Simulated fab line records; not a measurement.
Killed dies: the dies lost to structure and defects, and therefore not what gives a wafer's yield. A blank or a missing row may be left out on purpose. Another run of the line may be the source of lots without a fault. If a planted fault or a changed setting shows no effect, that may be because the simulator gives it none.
fab line records	flow gf180mcu
[record] lots = 14	wafers = 42	last-day = 34
route steps=602 shown M2@364 V2@384
lots untouched by any fault: they come from a run of this same line in which no faults occurred
start-h: hours from the record's first day to the start of the lot's first wafer shown	wait-h: how many hours have passed since the lot's step before this one	" same as the row above	L1.1+2: a row that stands for several wafers	- value missing, or start not given	* or withheld: withheld	< > ~ a bound
route shown NAME@n: NAME is a module with steps in the file, n the number in the route of the first one	usual: mean/standard deviation of fault-free wafers	same: alike in all rows	chamber/n: place in a boat	sites: readings site by site	_std_site: standard deviation across them	_edge_site: the outer-site mean with the inner-site mean subtracted	radius-mm: how far each site lies from the wafer's centre	mask NAME#n: copy n	behind: the last tool/chamber to shape the wafer	hold: cause of the lot's hold/its duration in hours/its outcome	device: the n, p or np transistor that did not switch	end of line: the tests these same wafers got at the end of their route	for a step that has no rows: nothing shown but its recipe	killed: count of dies lost to structure and defects at first sort (not the wafer's yield)	map: per-die view of a wafer (x killed, . not killed, _ where there is no die)
set.NAME: the setting the step ran with; set.NAME@STEP: the setting that earlier step ran with	model.NAME: the simulator's own value behind a step, which no gauge read
route steps across a sampled set of lots; one table per step, one row per wafer
services: from which hour (start-h, from the record's first day; less than 0 if before it) a tool's chamber was out of use, for how many hours, and why
[[steps]]
[step GF_M2_SPUTTER_02]
[recipe] material = AlCu	target-thk-nm = 450	power-w = 10600	time-s = 23.9	chamber-pressure-pa = 0.4
[usual] throttle-valve-pct = 30.1/1.2
lot.wafer	tool	chamber	start-h	wait-h	throttle-valve-pct
L571.3	pvd-sputter-02	-	416.03	0.0	28.9
L571.5	"	-	"	"	29.2
L571.6	"	-	"	"	30.2
L572.2	pvd-sputter-03	-	423.79	0.0	32.2
L572.5	"	-	"	"	32.2
L572.6	"	-	"	"	31.3
L574.1	pvd-sputter-02	-	436.81	0.0	28.9
L574.4	"	-	"	"	28.6
L574.5	"	-	"	"	30.3
L575.2	pvd-sputter-01	-	440.78	0.0	29.6
L575.3	"	-	"	"	29.6
L575.4	"	-	"	"	30.5
L576.1	pvd-sputter-01	-	476.29	0.0	30.1
L576.2	"	-	"	"	29.0
L576.5	"	-	"	"	29.5
L578.1	pvd-sputter-02	-	480.07	0.0	30.5
L578.2	"	-	"	"	28.7
L578.3	"	-	"	"	29.1
L580.3	pvd-sputter-03	-	504.42	0.0	31.9
L580.4	"	-	"	"	31.4
L580.6	"	-	"	"	31.5
L582.1	pvd-sputter-03	-	510.57	0.0	31.5
L582.3	"	-	"	"	32.2
L582.4	"	-	"	"	32.0
L581.1	pvd-sputter-02	-	511.27	0.0	30.4
L581.3	"	-	"	"	28.7
L581.5	"	-	"	"	28.7
L583.1	pvd-sputter-02	-	517.10	0.0	30.3
L583.4	"	-	"	"	28.4
L583.5	"	-	"	"	30.3
L591.2	pvd-sputter-01	-	596.77	0.0	29.9
L591.3	"	-	"	"	29.8
L591.6	"	-	"	"	29.1
L593.1	pvd-sputter-03	-	600.87	0.0	32.2
L593.2	"	-	"	"	28.8
L593.6	"	-	"	"	32.3
L592.1	pvd-sputter-01	-	602.59	0.0	29.6
L592.3	"	-	"	"	30.5
L592.4	"	-	"	"	29.9
L594.1	pvd-sputter-02	-	608.97	0.0	30.4
L594.5	"	-	"	"	30.2
L594.6	"	-	"	"	30.2
[step GF_V2_CVD_02]
[recipe] material = SiO2	target-thk-nm = 850	precursor = TEOS	temp-c = 400	time-s = 94.851	rf-w = 600
[usual] heater-power-w = 618/88
lot.wafer	tool	chamber	start-h	wait-h	heater-power-w
L571.3	pecvd-01	2	440.76	0.0	497
L571.5	"	1	"	"	627
L571.6	"	2	"	"	529
L572.2	pecvd-03	2	448.93	0.0	540
L572.5	"	2	"	"	576
L572.6	"	1	"	"	646
L574.1	pecvd-04	2	462.93	0.1	808
L574.4	"	2	"	"	648
L574.5	"	1	"	"	643
L575.2	pecvd-04	1	466.39	0.0	669
L575.3	"	2	"	"	839
L575.4	"	1	"	"	517
L576.1	pecvd-03	1	501.60	0.1	642
L576.2	"	0	"	"	675
L576.5	"	1	"	"	658
L578.1	pecvd-03	0	504.80	0.1	683
L578.2	"	2	"	"	590
L578.3	"	1	"	"	635
L580.3	pecvd-03	2	528.24	0.0	476
L580.4	"	2	"	"	517
L580.6	"	0	"	"	655
L582.1	pecvd-01	2	534.36	0.1	576
L582.3	"	1	"	"	781
L582.4	"	1	"	"	625
L581.1	pecvd-03	0	535.33	0.1	676
L581.3	"	1	"	"	597
L581.5	"	0	"	"	519
L583.1	pecvd-03	2	540.48	0.1	514
L583.4	"	0	"	"	668
L583.5	"	1	"	"	539
L591.2	pecvd-03	0	618.82	0.0	665
L591.3	"	2	"	"	595
L591.6	"	2	"	"	458
L593.1	pecvd-03	0	622.58	0.1	557
L593.2	"	1	"	"	640
L593.6	"	0	"	"	627
L592.1	pecvd-03	1	624.18	0.1	650
L592.3	"	0	"	"	665
L592.4	"	1	"	"	532
L594.1	pecvd-04	2	629.99	0.1	731
L594.5	"	0	"	"	584
L594.6	"	2	"	"	778
[step GF_V2_THK_MEAS_03]
[recipe] reads = SiO2_of_V2_CVD_02
[usual] V2_CVD_02_THK = 849/12
lot.wafer	tool	chamber	start-h	wait-h	V2_CVD_02_THK[nm]
L571.3	film-metro-01	-	440.84	0.1	828
L571.5	"	-	"	"	865
L571.6	"	-	"	"	846
L572.2	film-metro-03	-	449.01	0.0	859
L572.5	"	-	"	"	870
L572.6	"	-	"	"	860
L574.1	film-metro-03	-	463.00	0.0	838
L574.4	"	-	"	"	841
L574.5	"	-	"	"	852
L575.2	film-metro-01	-	466.47	0.0	840
L575.3	"	-	"	"	829
L575.4	"	-	"	"	855
L576.1	film-metro-02	-	501.67	0.0	830
L576.2	"	-	"	"	856
L576.5	"	-	"	"	847
L578.1	film-metro-02	-	504.87	0.0	852
L578.2	"	-	"	"	856
L578.3	"	-	"	"	847
L580.3	film-metro-03	-	528.33	0.1	847
L580.4	"	-	"	"	868
L580.6	"	-	"	"	863
L582.1	film-metro-03	-	534.43	0.0	825
L582.3	"	-	"	"	833
L582.4	"	-	"	"	849
L581.1	film-metro-01	-	535.40	0.0	413
L581.3	"	-	"	"	835
L581.5	"	-	"	"	425
L583.1	film-metro-03	-	540.55	0.0	844
L583.4	"	-	"	"	430
L583.5	"	-	"	"	843
L591.2	film-metro-02	-	618.95	0.1	840
L591.3	"	-	"	"	850
L591.6	"	-	"	"	866
L593.1	film-metro-01	-	622.64	0.0	845
L593.2	"	-	"	"	821
L593.6	"	-	"	"	852
L592.1	film-metro-01	-	624.24	0.0	821
L592.3	"	-	"	"	829
L592.4	"	-	"	"	836
L594.1	film-metro-01	-	630.06	0.0	853
L594.5	"	-	"	"	862
L594.6	"	-	"	"	866
[step GF_V2_CMP_04]
[recipe] material = SiO2	down-force-psi = 4	platen-rpm = 60	pad-velocity-m-s = 0.94248
[usual] motor-current-A = 11.9/1.3	time-to-endpoint-s = 81/6.5
lot.wafer	tool	chamber	start-h	wait-h	motor-current-A	time-to-endpoint-s
L571.3	cmp-02	2	440.93	0.1	14.0	72
L571.6	"	1	"	"	9.5	85
L571.5	"	2	"	"	14.2	83
L572.2	cmp-02	3	449.21	0.2	10.8	91
L572.5	"	0	"	"	11.3	95
L572.6	"	1	"	"	10.1	90
L574.4	cmp-01	2	463.16	0.1	13.2	71
L574.1	"	3	"	"	10.9	71
L574.5	"	0	"	"	12.9	76
L575.3	cmp-01	1	466.52	0.0	11.9	76
L575.4	"	2	"	"	12.9	80
L575.2	"	3	"	"	10.2	77
L576.2	cmp-02	3	501.73	0.0	10.5	86
L576.1	"	2	"	"	14.1	73
L576.5	"	3	"	"	10.6	85
L578.2	cmp-02	3	504.93	0.0	10.7	90
L578.1	"	0	"	"	11.1	90
L578.3	"	2	"	"	14.1	78
L580.3	cmp-01	3	528.43	0.1	10.5	78
L580.4	"	2	"	"	13.4	85
L580.6	"	3	"	"	10.7	81
L582.4	cmp-01	1	534.49	0.0	13.0	81
L582.3	"	2	"	"	12.9	69
L582.1	"	0	"	"	12.0	69
L581.1	cmp-01	0	535.56	0.1	12.1	24
L581.3	"	1	"	"	13.3	78
L581.5	"	3	"	"	10.7	22
L583.1	cmp-01	3	540.66	0.1	10.3	76
L583.4	"	0	"	"	12.1	28
L583.5	"	3	"	"	10.9	75
L591.2	cmp-01	0	619.00	0.0	12.1	78
L591.3	"	2	"	"	13.1	81
L591.6	"	0	"	"	12.7	89
L593.1	cmp-01	1	622.70	0.1	12.4	84
L593.2	"	0	"	"	12.0	71
L593.6	"	2	"	"	12.6	82
L592.4	cmp-02	1	624.30	0.0	10.0	75
L592.3	"	3	"	"	10.9	73
L592.1	"	0	"	"	11.4	69
L594.1	cmp-01	2	630.27	0.2	13.2	86
L594.6	"	3	"	"	10.3	92
L594.5	"	0	"	"	12.3	91
[step GF_V2_BOW_MEAS_05]
[recipe] mode = bow
[usual] V2_BOW = 99/8
lot.wafer	tool	chamber	start-h	wait-h	V2_BOW[um]
L571.3	film-metro-01	-	441.22	0.2	99
L571.5	"	-	"	"	97
L571.6	"	-	"	"	112
L572.2	film-metro-02	-	449.38	0.1	89
L572.5	"	-	"	"	93
L572.6	"	-	"	"	92
L574.1	film-metro-01	-	463.36	0.1	100
L574.4	"	-	"	"	103
L574.5	"	-	"	"	90
L575.2	film-metro-02	-	466.84	0.2	88
L575.3	"	-	"	"	98
L575.4	"	-	"	"	94
L576.1	film-metro-02	-	502.03	0.1	101
L576.2	"	-	"	"	95
L576.5	"	-	"	"	89
L578.1	film-metro-03	-	505.23	0.2	94
L578.2	"	-	"	"	99
L578.3	"	-	"	"	90
L580.3	film-metro-01	-	528.77	0.3	94
L580.4	"	-	"	"	99
L580.6	"	-	"	"	94
L582.1	film-metro-03	-	534.79	0.1	84
L582.3	"	-	"	"	104
L582.4	"	-	"	"	105
L581.1	film-metro-01	-	535.76	0.1	87
L581.3	"	-	"	"	98
L581.5	"	-	"	"	80
L583.1	film-metro-01	-	540.91	0.2	98
L583.4	"	-	"	"	104
L583.5	"	-	"	"	106
L591.2	film-metro-03	-	619.32	0.3	103
L591.3	"	-	"	"	90
L591.6	"	-	"	"	99
L593.1	film-metro-02	-	623.00	0.2	81
L593.2	"	-	"	"	88
L593.6	"	-	"	"	84
L592.1	film-metro-01	-	624.60	0.1	109
L592.3	"	-	"	"	105
L592.4	"	-	"	"	92
L594.1	film-metro-01	-	630.42	0.1	109
L594.5	"	-	"	"	103
L594.6	"	-	"	"	109
[step GF_V2_CD_MEAS_14]
[recipe] target-cd-nm = 260
[usual] cd-nm = 260.1/1.5
lot.wafer	tool	chamber	start-h	wait-h	cd-nm
L571.3	cd-sem-02	-	466.21	0.1	260.0
L571.5	"	-	"	"	259.0
L571.6	"	-	"	"	260.0
L572.2	cd-sem-01	-	474.17	0.1	260.9
L572.5	"	-	"	"	261.1
L572.6	"	-	"	"	259.2
L574.1	cd-sem-01	-	487.57	0.1	259.1
L574.4	"	-	"	"	258.2
L574.5	"	-	"	"	258.9
L575.2	cd-sem-01	-	490.79	0.1	259.3
L575.3	"	-	"	"	260.5
L575.4	"	-	"	"	260.9
L576.1	cd-sem-02	-	525.38	0.1	259.3
L576.2	"	-	"	"	258.9
L576.5	"	-	"	"	258.6
L578.1	cd-sem-01	-	528.30	0.1	259.1
L578.2	"	-	"	"	259.5
L578.3	"	-	"	"	260.2
L580.3	cd-sem-02	-	550.81	0.1	258.7
L580.4	"	-	"	"	258.2
L580.6	"	-	"	"	258.3
L582.1	cd-sem-01	-	556.88	0.1	258.0
L582.3	"	-	"	"	259.0
L582.4	"	-	"	"	259.0
L581.1	cd-sem-02	-	558.43	0.1	257.3
L581.3	"	-	"	"	258.2
L581.5	"	-	"	"	256.9
L583.1	cd-sem-01	-	562.80	0.1	259.1
L583.4	"	-	"	"	258.5
L583.5	"	-	"	"	259.5
L591.2	cd-sem-01	-	639.12	0.1	262.7
L591.3	"	-	"	"	263.3
L591.6	"	-	"	"	262.0
L593.1	cd-sem-01	-	643.10	0.1	262.5
L593.2	"	-	"	"	262.8
L593.6	"	-	"	"	262.3
L592.1	cd-sem-01	-	644.87	0.1	260.1
L592.3	"	-	"	"	262.0
L592.4	"	-	"	"	260.5
L594.1	cd-sem-02	-	650.60	0.1	259.7
L594.5	"	-	"	"	259.9
L594.6	"	-	"	"	259.3
[step GF_V2_ETCH_17]
[recipe] chemistry = C4F8/O2/Ar	mask-material = KrF	target = SiO2	stop-on = TiN	source-w = 1500	bias-w = 1200	pressure-mtorr = 40	c4f8-flow-sccm = withheld	O2_flow_sccm = 6	Ar_flow_sccm = 300	time-s = withheld	target-depth-a = 6300
[usual] chamber-pressure-mTorr = 39.99/0.036	oes-product-au = 0.856/0.0046
lot.wafer	tool	chamber	start-h	wait-h	chamber-pressure-mTorr	oes-product-au
L571.3	rie-diel-04	1	-	-	40.01	0.851
L571.5	"	0	"	"	39.95	0.854
L571.6	"	1	"	"	39.93	0.866
L572.2	rie-diel-01	1	-	-	39.97	0.862
L572.5	"	3	"	"	40.06	0.845
L572.6	"	1	"	"	39.95	0.860
L574.1	rie-diel-01	2	-	-	40.01	0.860
L574.4	"	1	"	"	39.96	0.859
L574.5	"	1	"	"	39.97	0.859
L575.2	rie-diel-03	3	-	-	40.02	0.849
L575.3	"	1	"	"	40.02	0.853
L575.4	"	2	"	"	39.96	0.861
L576.1	rie-diel-03	3	-	-	40.02	0.852
L576.2	"	0	"	"	39.96	0.852
L576.5	"	2	"	"	39.99	0.856
L578.1	rie-diel-04	1	-	-	40.03	0.856
L578.2	"	2	"	"	39.97	0.862
L578.3	"	0	"	"	40.06	0.846
L580.3	rie-diel-04	0	-	-	40.03	0.857
L580.4	"	1	"	"	39.98	0.847
L580.6	"	2	"	"	39.94	0.857
L582.1	rie-diel-01	2	-	-	39.99	0.854
L582.3	"	3	"	"	39.97	0.855
L582.4	"	1	"	"	40.04	0.862
L581.1	rie-diel-01	1	-	-	40.03	0.697
L581.3	"	0	"	"	40.05	0.853
L581.5	"	1	"	"	40.00	0.699
L583.1	rie-diel-03	0	-	-	40.01	0.850
L583.4	"	3	"	"	40.03	0.704
L583.5	"	1	"	"	40.00	0.855
L591.2	rie-diel-03	2	-	-	40.01	0.860
L591.3	"	1	"	"	39.94	0.855
L591.6	"	2	"	"	40.03	0.863
L593.1	rie-diel-01	1	-	-	40.08	0.855
L593.2	"	2	"	"	40.00	0.862
L593.6	"	3	"	"	40.09	0.855
L592.1	rie-diel-04	3	-	-	40.01	0.854
L592.3	"	2	"	"	39.98	0.856
L592.4	"	2	"	"	40.05	0.864
L594.1	rie-diel-04	3	-	-	40.05	0.857
L594.5	"	1	"	"	40.04	0.852
L594.6	"	3	"	"	40.01	0.859
[[services]]
tool	chamber	start-h	hours	kind
cmp-02	-	395.01	0.9	repair
rie-diel-04	-	400.41	6.7	repair
cmp-01	-	401.09	0.9	repair
cmp-01	-	404.27	4.0	pm
cmp-02	-	420.70	4.9	pm
cmp-02	-	430.62	9.4	pm
rie-diel-04	3	439.56	3.5	repair
rie-diel-04	0	440.31	3.1	repair
cmp-02	-	458.66	2.7	repair
rie-diel-01	0	465.91	9.3	repair
rie-diel-04	1	503.46	6.6	repair
cmp-01	-	514.98	1.4	repair
cmp-01	-	522.86	3.8	pm
cmp-02	-	542.64	2.3	repair
pvd-sputter-02	-	546.47	0.5	repair
pecvd-03	-	556.10	28.1	pm
pvd-sputter-02	-	559.22	5.7	repair
rie-diel-04	3	571.08	2.5	repair
cmp-02	-	572.10	4.0	pm
rie-diel-04	-	574.67	2.8	pm
pvd-sputter-02	-	579.01	2.2	repair
cmp-02	-	591.76	0.2	repair
pecvd-03	0	606.50	2.4	repair
cmp-01	-	642.70	2.3	repair
[[key]]
[first-sign] step = GF_V2_THK_MEAS_03	reading = V2_CVD_02_THK	direction = down	sigmas = 36	usual = 849	struck = 423
[effect] step = GF_V2_CMP_04	reading = time-to-endpoint-s	direction = down	sigmas = 8.6	usual = *	struck = *
[effect] step = GF_V2_ETCH_17	reading = oes-product-au	direction = down	sigmas = 34	usual = 0.856	struck = 0.700
met-at GF_V2_CVD_02
struck-lots L581,L583
struck-wafers L581.1,L581.5,L583.4
sort-left-out L581.1,L581.5,L583.4
not-acting-at GF_M2_SPUTTER_02,GF_V2_BOW_MEAS_05,GF_V2_CD_MEAS_14
onset-between 528.24 535.33
[fault] kind = process-parameter-drift	tool = pecvd-03	chamber = 0	onset-h = 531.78	steps = GF_V2_CVD_02	channel = target-thk-nm	offset = -425.64	shape = step	end-h = 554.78	acts-in = these-recipes-only	stated = 850
// sort-left-out: the simulated sort isn't trusted on such a fault, so these wafers' sort isn't shown, and their yield isn't known
